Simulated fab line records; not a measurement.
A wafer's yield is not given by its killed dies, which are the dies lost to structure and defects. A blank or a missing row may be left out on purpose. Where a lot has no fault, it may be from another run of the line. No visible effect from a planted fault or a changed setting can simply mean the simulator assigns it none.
Matching of chambers :: flow gf180mcu :: cmp-02 running GF_V4_CMP_26: 4 sister chambers
The step polishes, stops on SiO2, t overpolish 15 s, target thk 0 nm. 14 wafers are shown with their chamber, then 7 later ones without.

EACH WAFER AND ITS CHAMBER
wafer: L276.3
chamber: 0
motorCurrentA (A): 10.9
timeToEndpointS (s): 82
edgeZonePressureFrac: 0.999

wafer: L276.5
chamber: 2
motorCurrentA (A): 11.6
timeToEndpointS (s): 76
edgeZonePressureFrac: 1.000

wafer: L276.6
chamber: 1
motorCurrentA (A): 10.7
timeToEndpointS (s): 85
edgeZonePressureFrac: 1.004

wafer: L278.2
chamber: 2
motorCurrentA (A): 11.6
timeToEndpointS (s): 73
edgeZonePressureFrac: 1.000

wafer: L278.4
chamber: 0
motorCurrentA (A): 11.2
timeToEndpointS (s): 86
edgeZonePressureFrac: 1.004

wafer: L278.6
chamber: 2
motorCurrentA (A): 11.4
timeToEndpointS (s): 76
edgeZonePressureFrac: 1.002

wafer: L281.1
chamber: 3
motorCurrentA (A): 12.9
timeToEndpointS (s): 78
edgeZonePressureFrac: 1.000

wafer: L281.2
chamber: 1
motorCurrentA (A): 10.5
timeToEndpointS (s): 84
edgeZonePressureFrac: 1.004

wafer: L281.4
chamber: 0
motorCurrentA (A): 10.5
timeToEndpointS (s): 85
edgeZonePressureFrac: 0.999

wafer: L283.1
chamber: 0
motorCurrentA (A): 11.0
timeToEndpointS (s): 87
edgeZonePressureFrac: 1.001

wafer: L283.2
chamber: 3
motorCurrentA (A): 12.6
timeToEndpointS (s): 79
edgeZonePressureFrac: 0.995

wafer: L283.6
chamber: 0
motorCurrentA (A): 10.8
timeToEndpointS (s): 88
edgeZonePressureFrac: 1.003

wafer: L285.2
chamber: 2
motorCurrentA (A): 10.9
timeToEndpointS (s): 78
edgeZonePressureFrac: 1.008

wafer: L285.5
chamber: 3
motorCurrentA (A): 12.2
timeToEndpointS (s): 74
edgeZonePressureFrac: 1.002

SIGNATURES (means of the wafers above)
reading: motorCurrentA
chamber 0: 10.880
chamber 1: 10.600
chamber 2: 11.375
chamber 3: 12.567
scatter within a chamber: 0.294

reading: timeToEndpointS
chamber 0: 85.60
chamber 1: 84.50
chamber 2: 75.75
chamber 3: 77.00
scatter within a chamber: 2.2

reading: edgeZonePressureFrac
chamber 0: 1.00120
chamber 1: 1.00400
chamber 2: 1.00250
chamber 3: 0.99900
scatter within a chamber: 0.003
Rule: for a wafer and a chamber, the distance is found by dividing, reading by reading, the gap between the wafer's reading and the chamber's mean by the reading's scatter, squaring, summing and taking the root. The wafer belongs to the nearest chamber; if the next one is less than 2 further off, it can't be placed. The scatter: take each reading less its chamber's mean, square it, sum over the shown wafers, divide by the number of wafers less the number of chambers, and take the root.

WAFERS WHOSE CHAMBER IS MISSING
wafer: L285.6
motorCurrentA (A): 10.6
timeToEndpointS (s): 88
edgeZonePressureFrac: 1.006

wafer: L291.1
motorCurrentA (A): 10.6
timeToEndpointS (s): 73
edgeZonePressureFrac: 0.994

wafer: L291.4
motorCurrentA (A): 11.1
timeToEndpointS (s): 81
edgeZonePressureFrac: 0.994

wafer: L291.6
motorCurrentA (A): 10.7
timeToEndpointS (s): 85
edgeZonePressureFrac: 1.009

wafer: L295.2
motorCurrentA (A): 12.4
timeToEndpointS (s): 79
edgeZonePressureFrac: 1.003

wafer: L295.3
motorCurrentA (A): 10.7
timeToEndpointS (s): 92
edgeZonePressureFrac: 1.007

wafer: L295.6
motorCurrentA (A): 10.7
timeToEndpointS (s): 80
edgeZonePressureFrac: 0.993

WHICH CHAMBER EACH ONE RAN IN
wafer: L285.6
from the rows above: can't be placed: 1 or 0
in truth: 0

wafer: L291.1
from the rows above: 2
in truth: 2

wafer: L291.4
from the rows above: can't be placed: 0 or 2 or 1
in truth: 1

wafer: L291.6
from the rows above: can't be placed: 1 or 0
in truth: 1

wafer: L295.2
from the rows above: 3
in truth: 3

wafer: L295.3
from the rows above: can't be placed: 0 or 1
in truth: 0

wafer: L295.6
from the rows above: can't be placed: 0 or 1 or 2
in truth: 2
2 of 7 placed correctly. Can't be placed from these rows: 5 (the true chamber is among the candidates in 5). 0 placed wrongly.
